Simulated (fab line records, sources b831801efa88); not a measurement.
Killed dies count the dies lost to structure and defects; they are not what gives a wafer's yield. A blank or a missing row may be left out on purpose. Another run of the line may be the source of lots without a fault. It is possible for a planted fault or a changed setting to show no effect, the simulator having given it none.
Which of the tools did it?    flow sky130    12 lots with 36 wafers sampled at 5 steps, on a route of 708 steps

WHAT EACH GAUGE READ, for each wafer
SKY_POLY_GATE_THK_MEAS_01.
lot   measured      on            POLY_GATE_CVD_00_THK (nm)
L718  day 13 22:47  filmMetro-01  180.9 178.5 179.3
L721  day 15 20:51  filmMetro-03  181.9 181.2 181.3
L722  day 15 23:12  filmMetro-03  181.9 181.4 181.7
L724  day 16 07:37  filmMetro-03  182.5 181.0 181.7
L726  day 16 20:15  filmMetro-04  181.0 179.7 179.8
L727  day 17 00:41  filmMetro-03  182.9 181.1 182.3
L728  day 17 11:03  filmMetro-04  182.0 180.5 181.6
L730  day 18 07:40  filmMetro-01  177.8 177.1 179.1
L731  day 18 15:29  filmMetro-01  180.9 180.4 180.0
L732  day 18 21:17  filmMetro-04  181.7 182.7 180.3
L733  day 19 09:46  filmMetro-04  180.1 178.8 180.2
L741  day 22 10:13  filmMetro-03  180.9 179.2 179.0

SKY_POLY_GATE_CD_MEAS_22.
lot   measured      on        cdNm (nm)
L718  day 16 09:14  cdSem-01  151.0 152.3 152.3
L721  day 18 11:26  cdSem-01  151.0 152.9 154.7
L722  day 18 14:50  cdSem-01  150.1 152.4 150.3
L724  day 19 00:16  cdSem-02  151.2 155.9 149.0
L726  day 19 12:37  cdSem-02  147.4 147.9 147.1
L727  day 19 20:29  cdSem-01  152.3 150.0 151.7
L728  day 20 05:53  cdSem-01  146.7 147.5 147.3
L730  day 21 02:32  cdSem-01  150.1 150.6 150.0
L731  day 21 09:05  cdSem-02  151.2 149.2 149.8
L732  day 21 13:41  cdSem-02  147.8 153.7 150.1
L733  day 22 02:41  cdSem-02  148.1 152.4 148.3
L741  day 25 02:40  cdSem-01  148.5 148.8 150.0

WHAT TOOL EACH LOT RAN ON (gives the tool, then ch and the chambers of the sampled wafers, and finally the start)
lot   SKY_POLY_GATE_COAT_08             SKY_POLY_GATE_ETCH_15              SKY_POLY_GATE_STRIP_18
L718  lithoTrack-04 ch 0, day 15 17:00  rieDiel-04 ch 1,3, day 16 06:11    plasmaAsher-01 ch 0,1, day 16 06:26
L721  lithoTrack-03 ch 0, day 17 17:00  rieDiel-03 ch 0,2,3, day 18 09:44  plasmaAsher-02 ch 0,1, day 18 09:58
L722  lithoTrack-03 ch 0, day 17 19:00  rieDiel-04 ch 1,2,3, day 18 11:26  plasmaAsher-01 ch 0,1, day 18 11:42
L724  lithoTrack-04 ch 0, day 18 05:00  rieDiel-02 ch 0,2,3, day 18 20:23  plasmaAsher-03 ch 0,1, day 18 20:37
L726  lithoTrack-01 ch 0, day 18 18:00  rieDiel-04 ch 0,1,3, day 19 09:32  plasmaAsher-02 ch 0,1, day 19 09:47
L727  lithoTrack-01 ch 0, day 19 03:00  rieDiel-04 ch 1,2,3, day 19 18:47  plasmaAsher-01 ch 0,1, day 19 19:01
L728  lithoTrack-04 ch 0, day 19 13:00  rieDiel-02 ch 0,1,2, day 20 04:11  plasmaAsher-02 ch 0,1, day 20 04:26
L730  lithoTrack-01 ch 0, day 20 08:00  rieDiel-02 ch 0,1,3, day 21 00:41  plasmaAsher-03 ch 0,1, day 21 00:55
L731  lithoTrack-01 ch 0, day 20 16:00  rieDiel-03 ch 1,2, day 21 07:23    plasmaAsher-01 ch 0,1, day 21 07:37
L732  lithoTrack-04 ch 0, day 20 20:00  rieDiel-03 ch 0,1, day 21 11:59    plasmaAsher-03 ch 0,1, day 21 12:13
L733  lithoTrack-01 ch 0, day 21 08:00  rieDiel-04 ch 1,2, day 22 00:17    plasmaAsher-03 ch 0,1, day 22 00:31
L741  lithoTrack-01 ch 0, day 24 10:00  rieDiel-03 ch 1,2,3, day 25 00:56  plasmaAsher-01 ch 0,1, day 25 01:10
- SKY_POLY_GATE_COAT_08: resist thk 450 nm.
- SKY_POLY_GATE_ETCH_15: etches BARC in N2/H2, stops on SiO2, time 118.5 s, target depth 110 nm.
- SKY_POLY_GATE_STRIP_18: strips in O2/N2.

AS READ BY THE TOOLS THEMSELVES (means over the sampled wafers that have a number; for cases with no such wafer, the mark the record gives instead)
SKY_POLY_GATE_COAT_08.
lot   tool           spinSpeedRpm (rpm)
L718  lithoTrack-04  2999.7
L721  lithoTrack-03  3001.1
L722  lithoTrack-03  3001.4
L724  lithoTrack-04  3001.9
L726  lithoTrack-01  2998.9
L727  lithoTrack-01  3003.2
L728  lithoTrack-04  3000.1
L730  lithoTrack-01  3001.8
L731  lithoTrack-01  3908.1
L732  lithoTrack-04  2998.2
L733  lithoTrack-01  3905.9
L741  lithoTrack-01  3000.4

SKY_POLY_GATE_ETCH_15.
lot   tool        drypumpMotorCurrentA (A)  oesProductAu (a.u.)  throttleValvePct (%)
L718  rieDiel-04  5.9                       0.717                13.209
L721  rieDiel-03  6.0                       0.720                13.216
L722  rieDiel-04  5.8                       0.718                13.217
L724  rieDiel-02  5.4                       0.714                13.217
L726  rieDiel-04  5.6                       0.715                13.215
L727  rieDiel-04  5.8                       0.717                13.220
L728  rieDiel-02  5.3                       0.714                13.217
L730  rieDiel-02  5.5                       0.719                13.206
L731  rieDiel-03  5.3                       0.717                13.215
L732  rieDiel-03  5.8                       0.714                13.218
L733  rieDiel-04  5.5                       0.717                13.213
L741  rieDiel-03  5.6                       0.714                13.204

SKY_POLY_GATE_STRIP_18.
lot   tool            drypumpMotorCurrentA (A)  oesProductAu (a.u.)  stripTimeToEndpointS (s)
L718  plasmaAsher-01  5.0                       0.363                3.132
L721  plasmaAsher-02  5.8                       0.363                3.141
L722  plasmaAsher-01  5.0                       0.361                3.164
L724  plasmaAsher-03  5.4                       0.364                3.169
L726  plasmaAsher-02  5.8                       0.361                3.165
L727  plasmaAsher-01  5.0                       0.360                3.136
L728  plasmaAsher-02  6.1                       0.361                3.142
L730  plasmaAsher-03  5.4                       0.362                3.170
L731  plasmaAsher-01  5.0                       0.337                2.503
L732  plasmaAsher-03  5.4                       0.358                3.150
L733  plasmaAsher-03  5.4                       0.338                2.536
L741  plasmaAsher-01  5.1                       0.358                3.119

THE ANSWER, worked out from the rows above alone
Rule: the usual values come from the lots themselves. The widest of any qualifying gaps counts: lots, ordered by their means at a reading, are off when they make up no more than a third of the lots, leave a main group of 4 or more, and stand apart from it by 3 or more times the standard deviation of that group's means. If all means in a main group match to the digits the tables above print for the reading, that group is not used. Also off: a lot with no number at a reading for which 4 or more lots have one. Any other lot the step has rows for is counted as sound. After the gauges, taken in route order, come the tools' own readings; for these a lot's mean is taken, as printed above. At the first step where some lot is off, the reading lying furthest off is the one used; lots without a number count as furthest.
Off at SKY_POLY_GATE_COAT_08 (spinSpeedRpm): L731, L733. For the main group the mean is 3000.7 rpm and the standard deviation 1.4.
A tool fits if, at that step or a process step before it, it ran every lot that is off, and no sound lot after the first of them. None of those tried fits.

WHAT THE SIMULATOR PUT IN
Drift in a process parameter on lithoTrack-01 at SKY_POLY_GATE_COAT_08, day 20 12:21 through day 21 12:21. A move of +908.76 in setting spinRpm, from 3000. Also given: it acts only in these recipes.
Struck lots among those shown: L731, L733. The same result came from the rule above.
